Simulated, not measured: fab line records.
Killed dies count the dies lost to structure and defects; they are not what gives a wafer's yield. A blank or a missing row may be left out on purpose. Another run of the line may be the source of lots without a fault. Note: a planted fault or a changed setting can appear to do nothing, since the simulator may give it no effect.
Comparing a struck lot with a sound one / flow sky130 / 15 out of 708 route steps
Sound: wafers L424.2, L424.4, L424.5. Wafers L441.2, L441.4, L441.5 were the ones struck. The cause is named last.
Order at every step that has rows: each side's tool, ch and its chambers, its first start. Under that, the readings that differ: sound wafers / struck wafers / difference of the means / sigmas: that difference in standard deviations of wafers without a fault.
alike: readings whose means differ by less than 2 such deviations, and words and numbers that are the same on both sides. not compared: withheld readings, readings that some wafer has no value for, bounds like >300 that may hide the same value, and numbers for which the record gives no deviation and whose values overlap.
The two part at a step that has a row with sigmas, a row that says differs or no value, or rows on one side only. Numbers that don't overlap but have no deviation are shown without sigmas and don't part them. Lack of a reading on every wafer of one side parts them only where that side has two or more wafers.

first, 7 steps without rows for these wafers: SKY_LDD_LDN_DEHYDRATE_00 (time 60 s); SKY_LDD_LDN_HMDS_01 (prime time 60 s); SKY_LDD_LDN_COAT_02 (resist thk 1140 nm); SKY_LDD_LDN_SOFTBAKE_03 (time 60 s); SKY_LDD_LDN_EXPOSE_04 (exposes mask LDNTM, target cd 700 nm); SKY_LDD_LDN_PEB_05; SKY_LDD_LDN_DEVELOP_06 (develop time 60 s).
SKY_LDD_LDN_OVL_MEAS_07:
  sound: overlay-01 at day 24 07:02; struck: overlay-01 at day 29 15:50
  alike: LDD_LDN_OVL
then, 4 steps without rows for these wafers: SKY_LDD_LDN_IMPLANT_08; SKY_LDD_LDN_IMPLANT_09; SKY_LDD_LDN_IMPLANT_10; SKY_LDD_LDN_IMPLANT_11.
SKY_LDD_LDN_STRIP_12: strips in O2/N2.
  sound on plasma_asher-02 ch 0,1, day 24 07:40; struck on plasma_asher-01 ch 0,1, day 29 17:09
  no value came back on the struck wafers for any of 5 readings (chamber_pressure_mTorr (mTorr), drypump_motor_current_A (A) and others); on the sound wafers chamber_pressure_mTorr (mTorr) reads 1501.9 1500.7 1498.1
reading=model.NOVOLAK_of_LDD_LDN_COAT_02.thk_nm (nm); sound=0 0 0; struck=1137 1139 1134; difference=+1137; sigmas=
  not compared: rf_hours_counter_h
SKY_LDD_LDN_TW_MEAS_13:
  sound: film_metro-03 at day 24 07:47; struck: film_metro-02 at day 29 17:16
  alike: LDD_LDN_TW
-- a jump in the record: the struck wafers' starts before and after are 21 days apart (it breaks off in module LDD_LDN and resumes in module PAD_OPEN, where the first step shown is number 708 of the route) --
SKY_PAD_OPEN_PROBE_99:
  record: rows for the struck wafers here (prober-02, day 50 11:23), none for the sound ones

WHERE THEY PART
At SKY_LDD_LDN_STRIP_12 first; at SKY_PAD_OPEN_PROBE_99 last (within this record only).

WHY: what had been put in by the simulator
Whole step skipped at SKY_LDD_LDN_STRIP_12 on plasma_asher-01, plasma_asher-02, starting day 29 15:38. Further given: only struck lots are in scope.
